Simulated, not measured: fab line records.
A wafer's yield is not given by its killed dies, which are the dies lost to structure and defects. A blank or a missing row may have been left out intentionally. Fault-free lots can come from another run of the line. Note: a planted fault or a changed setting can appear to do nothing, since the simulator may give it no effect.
Which tool was responsible? | flow gf180mcu | 38 wafers from 13 lots sampled at 6 of the route's 602 steps

WHAT EACH GAUGE READ, for each wafer
GF_V4_THK_MEAS_03. Usual: V4_CVD_02_THK gives 852 nm (standard deviation 13).
lot  | measured     | on           | V4_CVD_02_THK (nm) | flag
L301 | day 23 08:22 | filmMetro-01 | 844 844 856        | 
L302 | day 23 15:15 | filmMetro-03 | 849 865 826        | 
L304 | day 24 18:50 | filmMetro-03 | 846 840 845        | 
L305 | day 25 02:22 | filmMetro-03 | 862 877 850        | 
L306 | day 25 08:47 | filmMetro-04 | 852 864 854        | 
L307 | day 25 14:07 | filmMetro-01 | 827 850 865        | 
L308 | day 25 21:46 | filmMetro-03 | 835 854 855        | 
L309 | day 26 08:31 | filmMetro-04 | 860 872 859        | 
L310 | day 26 17:26 | filmMetro-01 | 874 843 867        | 
L311 | day 27 00:22 | filmMetro-04 | 839 845 854        | 
L312 | day 27 13:18 | filmMetro-01 | 841 866 861        | 
L313 | day 27 21:04 | filmMetro-03 | 833 861 877        | 
L319 | day 29 05:32 | filmMetro-01 | 641 850            | OFF

GF_V4_OVL_MEAS_15. Usual: V4_OVL gives -1 nm (standard deviation 6.4).
lot  | measured     | on         | V4_OVL (nm) | flag
L301 | day 24 06:20 | overlay-01 | -2 9 2      | 
L302 | day 24 13:49 | overlay-02 | 5 8 -3      | 
L304 | day 25 17:28 | overlay-02 | -1 3 3      | 
L305 | day 26 00:46 | overlay-02 | -9 -5 -2    | 
L306 | day 26 06:38 | overlay-02 | -8 6 -4     | 
L307 | day 26 11:50 | overlay-02 | -8 -11 -4   | 
L308 | day 26 18:36 | overlay-02 | -1 0 1      | 
L309 | day 27 06:03 | overlay-02 | -3 1 -4     | 
L310 | day 27 14:22 | overlay-02 | 1 -12 -7    | 
L311 | day 27 20:59 | overlay-02 | -1 13 -6    | 
L312 | day 28 09:28 | overlay-02 | -5 -4 7     | 
L313 | day 28 16:55 | overlay-01 | 1 -9 -4     | 
L319 | day 30 01:18 | overlay-01 | -1 3        | 

WHAT TOOL EACH LOT RAN ON (gives the tool, then ch and the chambers of the sampled wafers, and finally the start)
lot  | GF_V3_SPUTTER_22            | GF_M4_SPUTTER_04            | GF_V4_CVD_02                    | GF_V4_CMP_04
L301 | pvdSputter-03, day 22 08:17 | pvdSputter-01, day 22 09:07 | pecvd-04 ch 0,1,2, day 23 08:19 | cmp-02 ch 0,1, day 23 08:27
L302 | pvdSputter-03, day 22 14:25 | pvdSputter-01, day 22 15:13 | pecvd-02 ch 1,2, day 23 15:10   | cmp-01 ch 0,3, day 23 15:17
L304 | pvdSputter-01, day 23 19:08 | pvdSputter-01, day 23 19:56 | pecvd-04 ch 0,1,2, day 24 18:46 | cmp-02 ch 0,1,2, day 24 18:54
L305 | pvdSputter-01, day 24 02:26 | pvdSputter-03, day 24 03:15 | pecvd-04 ch 0,1,2, day 25 02:18 | cmp-01 ch 1,3, day 25 02:43
L306 | pvdSputter-01, day 24 09:52 | pvdSputter-02, day 24 10:41 | pecvd-04 ch 0,2, day 25 08:43   | cmp-02 ch 1,2, day 25 08:51
L307 | pvdSputter-01, day 24 15:31 | pvdSputter-03, day 24 16:19 | pecvd-02 ch 0,2, day 25 14:02   | cmp-01 ch 0,1,3, day 25 14:10
L308 | pvdSputter-04, day 24 22:21 | pvdSputter-03, day 24 23:10 | pecvd-04 ch 0,1,2, day 25 21:41 | cmp-02 ch 1,2, day 25 21:49
L309 | pvdSputter-03, day 25 09:17 | pvdSputter-02, day 25 10:05 | pecvd-03 ch 0,1, day 26 08:24   | cmp-02 ch 0,2, day 26 08:37
L310 | pvdSputter-04, day 25 18:35 | pvdSputter-03, day 25 19:23 | pecvd-02 ch 0,1,2, day 26 17:22 | cmp-02 ch 1,2,3, day 26 17:32
L311 | pvdSputter-04, day 26 01:53 | pvdSputter-03, day 26 02:42 | pecvd-04 ch 1,2, day 27 00:16   | cmp-01 ch 0,2,3, day 27 00:30
L312 | pvdSputter-03, day 26 14:32 | pvdSputter-02, day 26 15:21 | pecvd-04 ch 0,2, day 27 13:14   | cmp-01 ch 1,2,3, day 27 13:28
L313 | pvdSputter-03, day 26 22:56 | pvdSputter-01, day 26 23:47 | pecvd-02 ch 0,2, day 27 21:00   | cmp-01 ch 1,2,3, day 27 21:14
L319 | pvdSputter-01, day 28 08:14 | pvdSputter-02, day 28 09:03 | pecvd-04 ch 0,1, day 29 05:26   | cmp-02 ch 1, day 29 05:37
- GF_V3_SPUTTER_22: material TiN, target thk 10 nm, time 40 s.
- GF_M4_SPUTTER_04: material TiN, target thk 50 nm, time 41.7 s.
- GF_V4_CVD_02: deposits SiO2 from TEOS, target thk 850 nm, time 94.851 s.
- GF_V4_CMP_04: polishes SiO2.

AS READ BY THE TOOLS THEMSELVES (means over the sampled wafers that have a number; for cases with no such wafer, the mark the record gives instead)
GF_V3_SPUTTER_22. Usual: throttleValvePct reads 30.3 % (standard deviation 1.1).
lot  | tool          | throttleValvePct (%) | flag
L301 | pvdSputter-03 | 30.8                 | 
L302 | pvdSputter-03 | 31.0                 | 
L304 | pvdSputter-01 | 29.0                 | 
L305 | pvdSputter-01 | 28.5                 | 
L306 | pvdSputter-01 | 29.5                 | 
L307 | pvdSputter-01 | 29.5                 | 
L308 | pvdSputter-04 | 31.1                 | 
L309 | pvdSputter-03 | 30.5                 | 
L310 | pvdSputter-04 | 30.5                 | 
L311 | pvdSputter-04 | 30.8                 | 
L312 | pvdSputter-03 | 30.9                 | 
L313 | pvdSputter-03 | 31.1                 | 
L319 | pvdSputter-01 | 27.6                 | 

GF_M4_SPUTTER_04. Usual: throttleValvePct reads 29.8 % (standard deviation 1.2).
lot  | tool          | throttleValvePct (%) | flag
L301 | pvdSputter-01 | 28.6                 | 
L302 | pvdSputter-01 | 28.8                 | 
L304 | pvdSputter-01 | 28.6                 | 
L305 | pvdSputter-03 | 31.1                 | 
L306 | pvdSputter-02 | 30.8                 | 
L307 | pvdSputter-03 | 30.9                 | 
L308 | pvdSputter-03 | 30.9                 | 
L309 | pvdSputter-02 | 28.3                 | 
L310 | pvdSputter-03 | 30.4                 | 
L311 | pvdSputter-03 | 31.0                 | 
L312 | pvdSputter-02 | 29.1                 | 
L313 | pvdSputter-01 | 28.7                 | 
L319 | pvdSputter-02 | 31.1                 | 

GF_V4_CVD_02. Usual: heaterPowerOuterW 380 W, standard deviation 53; heaterPowerW 648 W, standard deviation 72; susceptorTempC 399.95 C, standard deviation 0.21.
lot  | tool     | heaterPowerOuterW (W) | heaterPowerW (W) | susceptorTempC (C) | flag
L301 | pecvd-04 | 370                   | 624              | 399.88             | 
L302 | pecvd-02 | 408                   | 708              | 399.95             | 
L304 | pecvd-04 | 374                   | 636              | 399.83             | 
L305 | pecvd-04 | 418                   | 680              | 399.82             | 
L306 | pecvd-04 | 330                   | 578              | 400.07             | 
L307 | pecvd-02 | 398                   | 700              | 399.91             | 
L308 | pecvd-04 | 391                   | 653              | 400.19             | 
L309 | pecvd-03 | 312                   | 534              | 399.80             | 
L310 | pecvd-02 | 355                   | 645              | 399.85             | 
L311 | pecvd-04 | 395                   | 648              | 400.12             | 
L312 | pecvd-04 | 388                   | 634              | 400.03             | 
L313 | pecvd-02 | 380                   | 675              | 399.87             | 
L319 | pecvd-04 | 387                   | 656              | 399.97             | 

GF_V4_CMP_04. Usual: motorCurrentA 11.6 A, standard deviation 1; retainingRingPressureFrac 0.999, standard deviation 0.005; timeToEndpointS 80 s, standard deviation 6.1.
lot  | tool   | motorCurrentA (A) | retainingRingPressureFrac | timeToEndpointS (s) | flag
L301 | cmp-02 | 12.3              | 1.003                     | 81                  | 
L302 | cmp-01 | 10.3              | 1.006                     | 79                  | 
L304 | cmp-02 | 11.7              | 1.001                     | 79                  | 
L305 | cmp-01 | 9.9               | 1.000                     | 80                  | 
L306 | cmp-02 | 12.2              | 1.002                     | 86                  | 
L307 | cmp-01 | 11.1              | 1.003                     | 81                  | 
L308 | cmp-02 | 11.7              | 0.999                     | 84                  | 
L309 | cmp-02 | 11.7              | 1.000                     | 84                  | 
L310 | cmp-02 | 12.0              | 1.002                     | 83                  | 
L311 | cmp-01 | 11.1              | 0.996                     | 80                  | 
L312 | cmp-01 | 11.5              | 0.999                     | 81                  | 
L313 | cmp-01 | 11.0              | 0.999                     | 82                  | 
L319 | cmp-02 | 12.0              | 0.998                     | 42                  | OFF

THE ANSWER, worked out from the rows above alone
Rule: a lot is off if the mean of its wafers that have a number lies more than 3 standard deviations from the usual mean. Also off: a lot with no number at a reading for which 4 or more lots have one. Where the step has rows for the other lots, those lots are counted as sound. First the gauges in route order, then the tools' own readings, where a lot's mean is used as printed above. At the first step where some lot is off, the reading lying furthest off is the one used; lots without a number count as furthest.
Off: at GF_V4_THK_MEAS_03 (V4_CVD_02_THK), L319.
If a tool, at a process step before that reading, ran all the lots that are off and no sound lot after the first of them, it fits. Not tried: the gauges at GF_V4_THK_MEAS_03; whatever is off there is also off at GF_V4_CMP_04, on other tools, and gauge error can't account for it. Can't be told from this: 3 tools fit, pvdSputter-01 at GF_V3_SPUTTER_22, pvdSputter-02 at GF_M4_SPUTTER_04, pecvd-04 at GF_V4_CVD_02.

WHAT THE SIMULATOR HAD INSERTED
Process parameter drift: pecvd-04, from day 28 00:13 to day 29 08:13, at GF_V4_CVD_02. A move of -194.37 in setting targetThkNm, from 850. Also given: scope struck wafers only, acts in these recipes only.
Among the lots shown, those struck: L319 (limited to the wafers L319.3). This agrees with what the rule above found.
